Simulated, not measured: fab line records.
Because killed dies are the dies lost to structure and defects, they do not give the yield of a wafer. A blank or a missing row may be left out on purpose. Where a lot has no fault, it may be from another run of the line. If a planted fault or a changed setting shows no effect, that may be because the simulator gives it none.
The same fault as seen by 2 desks | flow sky130 | numbers are kept per desk, each desk with only its own; the story behind them comes last

DESK OF THE TOOL OWNER: cvdW-02
The tool's own readings at SKY_VIA4_CVD_18 (deposits W, target thk 505 nm, time 152.14 s): means of the sampled wafers that have a number, for each lot that ran on this tool. Any lot whose mean is over 4 standard deviations away from the usual mean is out of limits and marked OUT; that distance is given in the brackets.
Columns: A = heaterPowerW at SKY_VIA4_CVD_18, usual 822 W
lot  | first seen here | A
L980 | day 42 21:59    | 959
L983 | day 43 09:56    | 930
L987 | day 44 14:31    | 948
L992 | day 45 20:03    | 932
L998 | day 47 04:59    | 939
L999 | day 47 10:07    | 949
This desk found nothing out of limits on any of the 6 lots.

METROLOGY DESK
What the gauges read for every lot (on any tool): the sampled wafers with a number, averaged. Any lot whose mean is over 4 standard deviations away from the usual mean is out of limits and marked OUT; that distance is given in the brackets.
Columns: A = VIA4_OVL at SKY_VIA4_OVL_MEAS_11, usual 0.5 nm; B = VIA4_W_RS at SKY_VIA4_RS_MEAS_19, usual 0.2269 ohm/sq
lot  | first seen here | A    | B
L980 | day 42 21:09    | 1.5  | 0.2246
L983 | day 43 09:11    | 0.3  | 0.2270
L984 | day 43 12:41    | -0.0 | 0.2271
L985 | day 44 05:23    | -0.2 | 0.2246
L986 | day 44 11:39    | 0.7  | 0.2313
L987 | day 44 13:44    | 2.0  | 0.2278
L988 | day 44 18:05    | -0.3 | 0.2279
L989 | day 44 21:41    | 0.5  | 0.2256
L991 | day 45 09:17    | 1.4  | 0.2243
L992 | day 45 19:17    | 0.0  | 0.2257
L998 | day 47 04:08    | 0.5  | 0.2277
L999 | day 47 09:17    | -0.1 | 0.2261
L103 | day 48 13:20    | -1.9 | 0.2257
This desk found nothing out of limits on any of the 13 lots.

TAKEN TOGETHER
The tool owner's desk saw nothing out of limits.
The metrology desk saw nothing out of limits.

WHAT WAS PUT IN BY THE SIMULATOR
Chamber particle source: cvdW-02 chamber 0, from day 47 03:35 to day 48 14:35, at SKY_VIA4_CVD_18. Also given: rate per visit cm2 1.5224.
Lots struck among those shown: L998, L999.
